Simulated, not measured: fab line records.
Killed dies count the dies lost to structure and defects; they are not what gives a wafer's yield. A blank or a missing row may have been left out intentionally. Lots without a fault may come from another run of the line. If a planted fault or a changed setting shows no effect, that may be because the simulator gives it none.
The tool behind it: which one? -- flow sky130 -- 32 wafers from 11 lots sampled at 4 of the route's 708 steps

WHAT THE GAUGES READ, wafer by wafer
SKY_VIA3_THK_MEAS_01.
lot,measured,on,VIA3_HDPCVD_THK (nm)
L424,day 38 04:13,film-metro-04,1637 1651 1639
L425,day 38 20:11,film-metro-02,1630 1636 1614
L428,day 39 18:14,film-metro-01,1613 1628 1615
L429,day 40 04:26,film-metro-01,1596 1618 1623
L432,day 41 03:56,film-metro-01,1652 1655 1620
L433,day 41 05:17,film-metro-04,1638 1645 1644
L437,day 42 12:22,film-metro-02,1607 1637 1625
L440,day 43 14:07,film-metro-01,1624 1554
L441,day 43 17:55,film-metro-02,1580 1649 1585
L446,day 45 04:43,film-metro-02,1642 1657 1644
L447,day 45 07:42,film-metro-04,1640 1635 1640

EACH LOT AND THE TOOL THAT RAN IT (in order: tool; ch and the chambers of the sampled wafers; start)
lot,SKY_METAL3_SPUTTER_01,SKY_METAL3_ETCH_16,SKY_VIA3_HDPCVD_00
L424,"pvd-sputter-04, day 35 22:04","rie-metal-04 ch 1, day 38 02:53","hdpcvd-02 ch 0,1, day 38 04:02"
L425,"pvd-sputter-04, day 36 15:26","rie-metal-02 ch 0,1, day 38 19:07","hdpcvd-01 ch 0,1, day 38 20:01"
L428,"pvd-sputter-04, day 37 13:38","rie-metal-04 ch 0,1, day 39 16:58","hdpcvd-02 ch 0,1,2, day 39 18:04"
L429,"pvd-sputter-04, day 38 00:25","rie-metal-01 ch 0, day 40 03:17","hdpcvd-02 ch 0,1,2, day 40 04:16"
L432,"pvd-sputter-02, day 39 00:10","rie-metal-01 ch 0, day 41 02:42","hdpcvd-01 ch 0,1,2, day 41 03:46"
L433,"pvd-sputter-02, day 39 03:17","rie-metal-01 ch 0, day 41 04:08","hdpcvd-01 ch 0,1, day 41 05:07"
L437,"pvd-sputter-02, day 40 10:44","rie-metal-04 ch 0,1, day 42 11:16","hdpcvd-02 ch 0,1, day 42 12:11"
L440,"pvd-sputter-02, day 41 11:38","rie-metal-01 ch 0,1, day 43 13:05","hdpcvd-02 ch 0,2, day 43 13:59"
L441,"pvd-sputter-04, day 41 17:46","rie-metal-04 ch 0,1, day 43 16:52","hdpcvd-02 ch 1,2, day 43 17:45"
L446,"pvd-sputter-01, day 43 06:41","rie-metal-04 ch 0,1, day 45 03:28","hdpcvd-01 ch 0,2, day 45 04:32"
L447,"pvd-sputter-04, day 43 08:55","rie-metal-01 ch 0, day 45 06:23","hdpcvd-01 ch 0,1, day 45 07:31"
- SKY_METAL3_SPUTTER_01: material TiN, target thk 20 nm, time 16.7 s.
- SKY_METAL3_ETCH_16: etches BARC in N2/H2, stops on SiO2, time 88.2 s, target depth 60 nm.
- SKY_VIA3_HDPCVD_00: deposits SiO2, target thk 1635 nm, time 272.5 s.

WHAT THE TOOLS THEMSELVES READ (means of the sampled wafers that have a number; where no wafer has one, the mark that the record gives instead)
SKY_METAL3_SPUTTER_01.
lot,tool,throttle-valve-pct (%)
L424,pvd-sputter-04,29.4
L425,pvd-sputter-04,29.9
L428,pvd-sputter-04,29.5
L429,pvd-sputter-04,28.6
L432,pvd-sputter-02,29.5
L433,pvd-sputter-02,29.7
L437,pvd-sputter-02,29.1
L440,pvd-sputter-02,29.7
L441,pvd-sputter-04,29.9
L446,pvd-sputter-01,29.4
L447,pvd-sputter-04,30.2

SKY_METAL3_ETCH_16.
lot,tool,drypump-motor-current-A (A),oes-product-au (a.u.),rf-fwd-power-W (W),throttle-valve-pct (%)
L424,rie-metal-04,6.33,0.626,495.8,13.206
L425,rie-metal-02,6.19,0.624,495.7,13.204
L428,rie-metal-04,6.25,0.627,498.1,13.207
L429,rie-metal-01,6.29,0.628,496.2,13.200
L432,rie-metal-01,6.32,0.625,495.1,13.200
L433,rie-metal-01,6.29,0.623,493.6,13.198
L437,rie-metal-04,6.18,0.629,496.6,13.205
L440,rie-metal-01,6.29,0.629,495.5,13.200
L441,rie-metal-04,6.27,0.626,497.0,13.203
L446,rie-metal-04,6.18,0.622,495.5,13.202
L447,rie-metal-01,6.28,0.626,493.5,13.194

SKY_VIA3_HDPCVD_00.
lot,tool,pressure-mtorr (mTorr),run-length-s (s)
L424,hdpcvd-02,5.996,300.6
L425,hdpcvd-01,5.998,300.2
L428,hdpcvd-02,6.008,300.2
L429,hdpcvd-02,5.995,300.0
L432,hdpcvd-01,5.993,300.0
L433,hdpcvd-01,5.984,300.2
L437,hdpcvd-02,6.003,300.1
L440,hdpcvd-02,6.016,295.2
L441,hdpcvd-02,6.000,294.0
L446,hdpcvd-01,6.001,299.9
L447,hdpcvd-01,5.993,300.1

THE ANSWER, worked out from the rows above alone
Rule: usual is defined by the lots themselves. Put in order of their means at a reading, lots are off if they are a third of the lots or fewer, leave a main group of 4 or more, and stand apart from it by a gap of 3 or more times the standard deviation of the main group's means; of several such gaps the widest counts. If all means in a main group match to the digits the tables above print for the reading, that group is not used. A lot without any number at a reading at which 4 lots or more have one is off too. Where the step has rows for the other lots, those lots are counted as sound. First the gauges in route order, then the tools' own readings, where a lot's mean is used as printed above. At the first step where some lot is off, the reading lying furthest off is the one used; lots without a number count as furthest.
Off at SKY_VIA3_HDPCVD_00 (run-length-s): L440, L441. The main group has a mean of 300.1 s with a standard deviation of 0.19.
If a tool, at that step or one of the process steps before it, ran each lot that is off and ran no sound lot following the first of them, it fits. One fits: hdpcvd-02 at SKY_VIA3_HDPCVD_00. Its last sound lot is L437 (day 42 12:11), its first lot that is off L440 (day 43 13:59): a fault that began between those two fits.
The tool's own readings at SKY_VIA3_HDPCVD_00 bear it out: on the lots that are off they differ by more than 5 times the standard deviation of the sound lots' means. run-length-s reads 294.6 s there against 300.1 s on the sound lots.

WHAT THE SIMULATOR HAD PUT IN
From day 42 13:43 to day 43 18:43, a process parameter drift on hdpcvd-02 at SKY_VIA3_HDPCVD_00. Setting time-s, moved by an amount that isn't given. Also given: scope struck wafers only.
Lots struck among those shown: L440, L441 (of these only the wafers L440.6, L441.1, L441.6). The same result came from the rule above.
